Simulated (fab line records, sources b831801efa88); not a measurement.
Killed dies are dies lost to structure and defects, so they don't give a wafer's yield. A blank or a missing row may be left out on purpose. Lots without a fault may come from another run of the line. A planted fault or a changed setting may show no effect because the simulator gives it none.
fab line records | flow sky130
record lots=11 wafers=32 last_day=50
route steps=708 shown LI_CONTACT@381 LOCAL_INTERCONNECT@387 PAD_OPEN@708
lots that met no fault: from a run of the same line without faults
start_h: hours from the record's first day to the start of the lot's first wafer shown | wait_h: hours since the lot's step before | " the same as in the row above | L1.1+2: a row that stands for several wafers | - no value, or no start given | * or withheld: withheld | < > ~ a bound
route shown NAME@n: a module of which the file shows steps, and the number in the route of the first | usual: mean/standard deviation of fault-free wafers | same: alike in all rows | chamber/n: place in a boat | sites: the reading at each site | _std_site: their standard deviation | _edge_site: outer sites' mean less inner sites' | radius_mm: how far each site lies from the wafer's centre | mask NAME#n: copy n | behind: the tool/chamber that last shaped the wafer | hold: why the lot was held/for how many hours/how that ended | device: the transistor (n, p or np) that didn't switch | end of line: the same wafers' tests at the end of the route | a step without rows: its recipe alone | killed: dies lost to structure and defects at the first sort, not the wafer's yield | map: a wafer's dies, x killed, . not, _ none there
set.NAME: the setting as run; set.NAME@STEP: as run at that earlier step | model.NAME: the simulator's own value behind a step, which no gauge read
steps of the route over a sample of lots; a table a step, a row a wafer
services: from which hour (start_h, from the record's first day; less than 0 if before it) a tool's chamber was out of use, for how many hours, and why
## steps
# step SKY_LI_CONTACT_SPUTTER_19
# recipe material=Ti target_thk_nm=20 chamber_pressure_pa=5 power_w=2500 substrate_temp_c=200 time_s=106.37
# usual throttle_valve_pct=29.9/1
# columns lot.wafer tool chamber start_h wait_h throttle_valve_pct
L362.1 pvd_sputter-03 - 676.42 0.0 29.8
L362.4 " - " " 30.6
L362.6 " - " " 30.7
L366.2 pvd_sputter-04 - 710.92 0.0 32.3
L366.3 " - " " 28.5
L366.4 " - " " 29.7
L368.3 pvd_sputter-02 - 727.07 0.0 30.5
L368.5 " - " " 30.8
L368.6 " - " " 29.3
L371.2 pvd_sputter-04 - 744.15 0.0 32.4
L371.5 " - " " 30.0
L373.3 pvd_sputter-02 - 761.70 0.0 29.0
L373.4 " - " " 30.8
L373.5 " - " " 28.7
L378.3 pvd_sputter-02 - 806.14 0.0 30.4
L378.4 " - " " 28.6
L378.5 " - " " 30.7
L379.3 pvd_sputter-03 - 809.82 0.0 28.8
L379.4 " - " " 29.8
L379.6 " - " " 30.0
L381.1 pvd_sputter-02 - 821.26 0.0 29.2
L381.3 " - " " 30.8
L381.4 " - " " 28.9
L382.1 pvd_sputter-03 - 831.22 0.0 30.6
L382.2 " - " " 30.7
L382.4 " - " " 28.8
L384.1 pvd_sputter-04 - 843.07 0.0 29.6
L384.2 " - " " 32.4
L384.4 " - " " 28.6
L385.2 pvd_sputter-02 - 852.18 0.0 29.0
L385.4 " - " " 29.0
L385.5 " - " " 30.6
# step SKY_LOCAL_INTERCONNECT_SPUTTER_00
# recipe material=TiN target_thk_nm=100 temp_c=300 power_w=6500 time_s=83.3 chamber_pressure_pa=0.4
# usual throttle_valve_pct=30.2/1.2
# columns lot.wafer tool chamber start_h wait_h throttle_valve_pct
L362.1 pvd_sputter-01 - 677.16 0.2 29.9
L362.4 " - " " 31.4
L362.6 " - " " 32.1
L366.2 pvd_sputter-01 - 711.66 0.1 32.3
L366.3 " - " " 31.1
L366.4 " - " " 30.0
L368.3 pvd_sputter-01 - 727.81 0.1 30.2
L368.5 " - " " 28.5
L368.6 " - " " 30.9
L371.2 pvd_sputter-01 - 744.89 0.2 31.3
L371.5 " - " " 28.5
L373.3 pvd_sputter-01 - 762.44 0.2 28.7
L373.4 " - " " 30.2
L373.5 " - " " 30.1
L378.3 pvd_sputter-02 - 806.88 0.2 29.1
L378.4 " - " " 30.8
L378.5 " - " " 29.6
L379.3 pvd_sputter-02 - 810.56 0.1 31.1
L379.4 " - " " 29.2
L379.6 " - " " 29.4
L381.1 pvd_sputter-01 - 822.01 0.2 29.9
L381.3 " - " " 28.2
L381.4 " - " " 32.2
L382.1 pvd_sputter-01 - 831.96 0.2 32.4
L382.2 " - " " 29.8
L382.4 " - " " 32.3
L384.1 pvd_sputter-01 - 843.81 0.2 28.5
L384.2 " - " " 32.1
L384.4 " - " " 29.9
L385.2 pvd_sputter-03 - 852.92 0.1 31.0
L385.4 " - " " 30.4
L385.5 " - " " 30.5
# step SKY_LOCAL_INTERCONNECT_RS_MEAS_01
# recipe thk_meas_gauge=four-point-probe reads=TiN_of_LOCAL_INTERCONNECT_SPUTTER_00
# usual LOCAL_INTERCONNECT_TIN_RS=14.08/0.17
# columns lot.wafer tool chamber start_h wait_h LOCAL_INTERCONNECT_TIN_RS[ohm/sq]
L362.1 film_metro-04 - 677.22 0.0 13.86
L362.4 " - " " 13.89
L362.6 " - " " 13.84
L366.2 film_metro-04 - 711.74 0.1 14.26
L366.3 " - " " 14.30
L366.4 " - " " 14.16
L368.3 film_metro-03 - 727.91 0.1 16.31
L368.5 " - " " 13.84
L368.6 " - " " 14.12
L371.2 film_metro-04 - 744.97 0.1 16.45
L371.5 " - " " 14.08
L373.3 film_metro-03 - 762.54 0.1 16.41
L373.4 " - " " 14.25
L373.5 " - " " 14.20
L378.3 film_metro-04 - 806.98 0.1 14.22
L378.4 " - " " 13.96
L378.5 " - " " 14.18
L379.3 film_metro-03 - 810.67 0.1 13.91
L379.4 " - " " 14.17
L379.6 " - " " 14.16
L381.1 film_metro-04 - 822.07 0.0 14.07
L381.3 " - " " 13.84
L381.4 " - " " 14.01
L382.1 film_metro-04 - 832.03 0.0 14.40
L382.2 " - " " 14.53
L382.4 " - " " 14.39
L384.1 film_metro-04 - 843.88 0.0 13.99
L384.2 " - " " 14.27
L384.4 " - " " 14.18
L385.2 film_metro-01 - 853.01 0.1 14.25
L385.4 " - " " 14.36
L385.5 " - " " 14.30
# step SKY_LOCAL_INTERCONNECT_THK_MEAS_02
# recipe thk_meas_gauge=xrf reads=TiN_of_LOCAL_INTERCONNECT_SPUTTER_00
# usual LOCAL_INTERCONNECT_TIN_THK=100.4/1.3
# columns lot.wafer tool chamber start_h wait_h LOCAL_INTERCONNECT_TIN_THK[nm]
L362.1 film_metro-04 - 677.34 0.1 101.3
L362.4 " - " " 101.9
L362.6 " - " " 101.3
L366.2 film_metro-04 - 711.85 0.1 99.0
L366.3 " - " " 99.3
L366.4 " - " " 100.0
L368.3 film_metro-03 - 728.01 0.1 87.1
L368.5 " - " " 101.5
L368.6 " - " " 100.7
L371.2 film_metro-04 - 745.08 0.1 86.2
L371.5 " - " " 99.0
L373.3 film_metro-03 - 762.64 0.1 86.3
L373.4 " - " " 98.6
L373.5 " - " " 98.9
L378.3 film_metro-04 - 807.08 0.1 98.3
L378.4 " - " " 100.1
L378.5 " - " " 99.2
L379.3 film_metro-03 - 810.77 0.1 100.9
L379.4 " - " " 99.9
L379.6 " - " " 99.5
L381.1 film_metro-04 - 822.19 0.1 99.8
L381.3 " - " " 101.6
L381.4 " - " " 100.7
L382.1 film_metro-04 - 832.15 0.1 97.9
L382.2 " - " " 96.6
L382.4 " - " " 97.9
L384.1 film_metro-04 - 844.00 0.1 100.6
L384.2 " - " " 99.4
L384.4 " - " " 99.5
L385.2 film_metro-01 - 853.12 0.1 99.9
L385.4 " - " " 98.9
L385.5 " - " " 99.6
# step SKY_LOCAL_INTERCONNECT_OVL_MEAS_12
# usual LOCAL_INTERCONNECT_OVL=-1/4.9
# columns lot.wafer tool chamber start_h wait_h LOCAL_INTERCONNECT_OVL[nm]
L362.1 overlay-02 - 705.05 0.1 -4
L362.4 " - " " 7
L362.6 " - " " -4
L366.2 overlay-02 - 739.41 0.1 -6
L366.3 " - " " -11
L366.4 " - " " -8
L368.3 overlay-01 - 755.51 0.1 -2
L368.5 " - " " 4
L368.6 " - " " -8
L371.2 overlay-02 - 772.38 0.1 -2
L371.5 " - " " 9
L373.3 overlay-02 - 788.97 0.1 4
L373.4 " - " " 4
L373.5 " - " " 3
L378.3 overlay-01 - 833.47 0.1 2
L378.4 " - " " 1
L378.5 " - " " 3
L379.3 overlay-02 - 836.42 0.1 -3
L379.4 " - " " -2
L379.6 " - " " 0
L381.1 overlay-02 - 847.61 0.1 -2
L381.3 " - " " -4
L381.4 " - " " -5
L382.1 overlay-01 - 857.61 0.1 -2
L382.2 " - " " 1
L382.4 " - " " -5
L384.1 overlay-02 - 868.71 0.1 4
L384.2 " - " " 0
L384.4 " - " " -5
L385.2 overlay-01 - 879.62 0.1 3
L385.4 " - " " 0
L385.5 " - " " -10
# step SKY_LOCAL_INTERCONNECT_ETCH_13
# recipe chemistry=N2/H2 target=BARC ion_energy_ev=200 bias_w=100 pressure_mtorr=30 n2_flow_sccm=100 h2_flow_sccm=200 icp_w=500 stop_on=SiO2 time_s=45.9 target_depth_a=600
# usual drypump_motor_current_A=5.6/0.36 oes_product_au=0.855/0.0052 throttle_valve_pct=13.224/0.008
# columns lot.wafer tool chamber start_h wait_h drypump_motor_current_A oes_product_au rf_hours_counter_h throttle_valve_pct
L362.1 rie_metal-02 0 705.09 0.0 5.5 0.856 11 13.220
L362.4 " 1 " " 5.8 0.860 - 13.223
L362.6 " 0 " " 5.5 0.852 - 13.232
L366.2 rie_metal-03 1 739.44 0.0 6.2 0.862 9 13.235
L366.3 " 0 " " 5.0 0.847 - 13.230
L366.4 " 1 " " 6.2 0.852 - 13.241
L368.3 rie_metal-01 1 755.55 0.0 5.4 0.862 - 13.238
L368.5 " 1 " " 5.4 0.856 - 13.238
L368.6 " 0 " " 5.6 0.839 - 13.221
L371.2 rie_metal-01 1 772.41 0.0 5.4 0.850 15 13.226
L371.5 " 1 " " 5.4 0.851 - 13.225
L373.3 rie_metal-02 0 789.04 0.1 5.5 0.851 - 13.227
L373.4 " 0 " " 5.5 0.857 - 13.218
L373.5 " 0 " " 5.5 0.864 - 13.210
L378.3 rie_metal-01 0 833.51 0.0 5.6 0.850 - 13.226
L378.4 " 1 " " 5.4 0.854 - 13.226
L378.5 " 1 " " 5.4 0.851 - 13.224
L379.3 rie_metal-02 1 836.48 0.1 5.8 0.851 - 13.227
L379.4 " 1 " " 5.8 0.851 - 13.226
L379.6 " 1 " " 5.8 0.853 - 13.219
L381.1 rie_metal-03 1 847.64 0.0 6.1 0.854 14 13.211
L381.3 " 1 " " 6.2 0.848 - 13.230
L381.4 " 1 " " 6.2 0.849 - 13.213
L382.1 rie_metal-02 0 857.65 0.0 5.5 0.855 0 13.226
L382.2 " 1 " " 5.8 0.849 3 13.213
L382.4 " 1 " " 5.8 0.858 - 13.214
L384.1 rie_metal-01 0 868.75 0.0 5.6 0.851 9 13.235
L384.2 " 1 " " 5.4 0.844 3 13.230
L384.4 " 1 " " 5.4 0.852 - 13.207
L385.2 rie_metal-03 0 879.65 0.0 5.0 0.852 1 13.224
L385.4 " 1 " " 6.2 0.858 - 13.225
L385.5 " 1 " " 6.2 0.857 - 13.224
# step SKY_LOCAL_INTERCONNECT_METAL_ETCH_14
# recipe target_depth_nm=110 stop_on=PSG chemistry=Cl2/BCl3 target=TiN resist_sidewall_deg=88 pressure_mtorr=10 icp_w=900 bias_w=48.5 Cl2_flow_sccm=60 bcl3_flow_sccm=30 time_s=31.4
# usual drypump_motor_current_A=5.6/0.36 oes_product_au=0.943/0.0082 throttle_valve_pct=21.900/0.011
# columns lot.wafer tool chamber start_h wait_h drypump_motor_current_A oes_product_au rf_hours_counter_h throttle_valve_pct
L362.1 rie_metal-02 0 705.15 0.0 5.5 0.946 11 21.889
L362.4 " 1 " " 5.7 0.951 - 21.913
L362.6 " 0 " " 5.5 0.951 - 21.890
L366.2 rie_metal-03 1 739.50 0.0 6.2 0.929 9 21.917
L366.3 " 0 " " 4.9 0.936 - 21.900
L366.4 " 1 " " 6.2 0.940 - 21.893
L368.3 rie_metal-01 1 755.61 0.0 5.4 0.866 - 21.947
L368.5 " 1 " " 5.4 0.947 - 21.889
L368.6 " 0 " " 5.6 0.943 - 21.892
L371.2 rie_metal-01 1 772.47 0.0 5.4 0.869 15 21.934
L371.5 " 1 " " 5.4 0.940 - 21.897
L373.3 rie_metal-02 0 789.16 0.1 5.5 0.862 - 21.936
L373.4 " 0 " " 5.5 0.935 - 21.915
L373.5 " 0 " " 5.5 0.933 - 21.899
L378.3 rie_metal-01 0 833.57 0.0 5.6 0.934 - 21.913
L378.4 " 1 " " 5.4 0.951 - 21.904
L378.5 " 1 " " 5.4 0.939 - 21.889
L379.3 rie_metal-02 1 836.60 0.1 5.7 0.952 - 21.891
L379.4 " 1 " " 5.8 0.940 - 21.899
L379.6 " 1 " " 5.8 0.933 - 21.902
L381.1 rie_metal-03 1 847.77 0.1 6.2 0.942 14 21.902
L381.3 " 1 " " 6.2 0.944 - 21.897
L381.4 " 1 " " 6.2 0.943 - 21.881
L382.1 rie_metal-02 0 857.71 0.0 5.5 0.929 0 21.900
L382.2 " 1 " " 5.7 0.927 3 21.923
L382.4 " 1 " " 5.8 0.928 - 21.903
L384.1 rie_metal-01 0 868.81 0.0 5.6 0.941 9 21.901
L384.2 " 1 " " 5.4 0.935 3 21.903
L384.4 " 1 " " 5.4 0.939 - 21.897
L385.2 rie_metal-03 0 879.71 0.0 5.0 0.940 1 21.901
L385.4 " 1 " " 6.1 0.929 - 21.896
L385.5 " 1 " " 6.2 0.937 - 21.908
# step SKY_PAD_OPEN_PROBE_99
# usual killed_at_M0_to_M3=43/6.5 killed_at_M4_up=3.2/1.8 killed_at_contacts=26/5.2 killed_at_front_end=16/4.8 killed_at_other=0.3/0.6 killed_dies=89/9.6 killed_open=48/7.1 killed_short=40/6.4
# same gross_dies=492 killed_at_back_side=0
# columns lot.wafer tool chamber start_h wait_h killed_at_M0_to_M3 killed_at_M4_up killed_at_contacts killed_at_front_end killed_at_other killed_dies killed_open killed_short
L366.2 prober-02 - 1099.98 0.1 37 8 31 15 0 91 55 36
L366.3 prober-02 - 1100.03 0.2 47 3 35 19 0 104 52 52
L366.4 prober-02 - 1100.08 0.2 37 3 23 13 0 76 49 27
# killed by level:class
L366.2 CONTACT:geometric_particle:open=11 LI_CONTACT:geometric_particle:open=9 VIA2:geometric_particle:open=8 VIA1:geometric_particle:open=7 FIELD_ISO:geometric_particle:open=6 METAL4:geometric_particle:short=6 FIELD_ISO:geometric_particle:short=4 LOCAL_INTERCONNECT:geometric_particle:short=4
L366.3 CONTACT:geometric_particle:open=10 METAL2:geometric_particle:short=9 VIA1:geometric_particle:open=8 LI_CONTACT:geometric_particle:open=8 LOCAL_INTERCONNECT:geometric_particle:short=7 METAL1:geometric_particle:short=6 VIA2:geometric_particle:open=6 POLY_GATE:geometric_particle:short=5
L366.4 LI_CONTACT:geometric_particle:open=11 VIA1:geometric_particle:open=8 VIA3:geometric_particle:open=8 CONTACT:geometric_particle:open=7 METAL1:geometric_particle:short=6 VIA2:geometric_particle:open=4 POLY_CUT:geometric_particle:open=3 METAL4:geometric_particle:short=3
## services
# columns tool chamber start_h hours kind
rie_metal-01 - 668.99 1.4 repair
rie_metal-01 - 678.66 10.0 pm
rie_metal-03 - 697.63 3.6 repair
pvd_sputter-01 - 715.79 1.3 repair
rie_metal-02 - 737.98 5.1 repair
rie_metal-02 1 760.94 - clean
rie_metal-02 1 760.94 30.0 scheduled_down
rie_metal-02 1 760.94 30.0 vent_cycle
rie_metal-01 1 776.16 - clean
rie_metal-01 1 776.16 27.4 scheduled_down
rie_metal-01 1 776.16 27.4 vent_cycle
pvd_sputter-02 - 788.49 2.3 repair
pvd_sputter-02 - 825.97 2.5 repair
rie_metal-03 0 828.26 - clean
rie_metal-03 0 828.26 20.5 scheduled_down
rie_metal-03 0 828.26 20.5 vent_cycle
rie_metal-02 0 833.39 - clean
rie_metal-02 0 833.39 18.3 scheduled_down
rie_metal-02 0 833.39 18.3 vent_cycle
pvd_sputter-04 - 857.11 7.0 repair
pvd_sputter-02 - 866.86 5.3 repair
pvd_sputter-01 - 871.03 0.7 repair
## key
first_sign step=SKY_LOCAL_INTERCONNECT_RS_MEAS_01 reading=LOCAL_INTERCONNECT_TIN_RS direction=up sigmas=14 usual=14.08 struck=16.39
effect step=SKY_LOCAL_INTERCONNECT_THK_MEAS_02 reading=LOCAL_INTERCONNECT_TIN_THK direction=down sigmas=10 usual=100.4 struck=86.5
effect step=SKY_LOCAL_INTERCONNECT_METAL_ETCH_14 reading=oes_product_au direction=down sigmas=9.4 usual=0.943 struck=0.866
met_at SKY_LOCAL_INTERCONNECT_SPUTTER_00
struck_lots L368,L371,L373
struck_wafers L368.3,L371.2,L373.3
tester_left_out L368,L371,L373
not_acting_at SKY_LI_CONTACT_SPUTTER_19,SKY_LOCAL_INTERCONNECT_OVL_MEAS_12,SKY_LOCAL_INTERCONNECT_ETCH_13
onset_between 711.66 727.81
fault kind=process_parameter_drift tool=pvd_sputter-01 chamber=- onset_h=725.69 steps=SKY_LOCAL_INTERCONNECT_SPUTTER_00 channel=time_s offset=* shape=step end_h=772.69 scope=struck_wafers_only acts_in=* stated=*
# tester_left_out: of these lots the tester's yield and bins aren't shown, on N5 and GAA mostly nor the transistor test; their killed dies are dies lost to structure and defects alone, not to doping, threshold or leakage, so they don't give the yield
